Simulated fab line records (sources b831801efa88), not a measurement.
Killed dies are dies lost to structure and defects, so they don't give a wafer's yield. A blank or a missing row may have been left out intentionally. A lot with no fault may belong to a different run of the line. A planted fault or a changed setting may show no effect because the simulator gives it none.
Chamber matching / flow gf180mcu / GF_V4_CMP_26 on cmp-02 has 4 sister chambers
The step polishes, stops on SiO2, t overpolish 15 s, target thk 0 nm. 4 wafers are shown with their chamber, then 8 later ones without.

EACH WAFER AND ITS CHAMBER
wafer=L532.5; chamber=1; motorCurrentA (A)=11.6
wafer=L532.6; chamber=2; motorCurrentA (A)=12.4
wafer=L535.5; chamber=3; motorCurrentA (A)=14.4
wafer=L542.2; chamber=0; motorCurrentA (A)=14.9

WAFERS MISSING THEIR CHAMBER
wafer=L542.3; motorCurrentA (A)=11.8
wafer=L542.6; motorCurrentA (A)=14.3
wafer=L543.2; motorCurrentA (A)=12.5
wafer=L543.4; motorCurrentA (A)=14.1
wafer=L543.5; motorCurrentA (A)=14.4
wafer=L545.4; motorCurrentA (A)=14.7
wafer=L545.5; motorCurrentA (A)=14.3
wafer=L545.6; motorCurrentA (A)=14.6

WHICH CHAMBER EACH ONE RAN IN
wafer=L542.3; from the rows above=1; in truth=1
wafer=L542.6; from the rows above=3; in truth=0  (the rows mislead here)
wafer=L543.2; from the rows above=2; in truth=2
wafer=L543.4; from the rows above=3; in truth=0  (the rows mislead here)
wafer=L543.5; from the rows above=3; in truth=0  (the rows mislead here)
wafer=L545.4; from the rows above=can't be placed: 0 or 3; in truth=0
wafer=L545.5; from the rows above=3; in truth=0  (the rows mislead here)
wafer=L545.6; from the rows above=can't be placed: 3 or 0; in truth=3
Correct placement for 2 of the 8. Cannot be placed on the basis of these rows: 2; the candidates contain the true chamber in 2. Number placed wrongly: 4.
How it was worked out, from the rows above alone: a wafer's distance from a chamber is the root of the sum, over the readings, of the square of ((its reading less the chamber's mean) divided by the reading's scatter). The wafer belongs to the nearest chamber; if the next one is less than 2 further off, it can't be placed. A chamber's mean is the mean of its shown wafers. The scatter: with one shown wafer a chamber, the root of the mean of the squares of how far each hidden wafer lies from its nearest shown one.
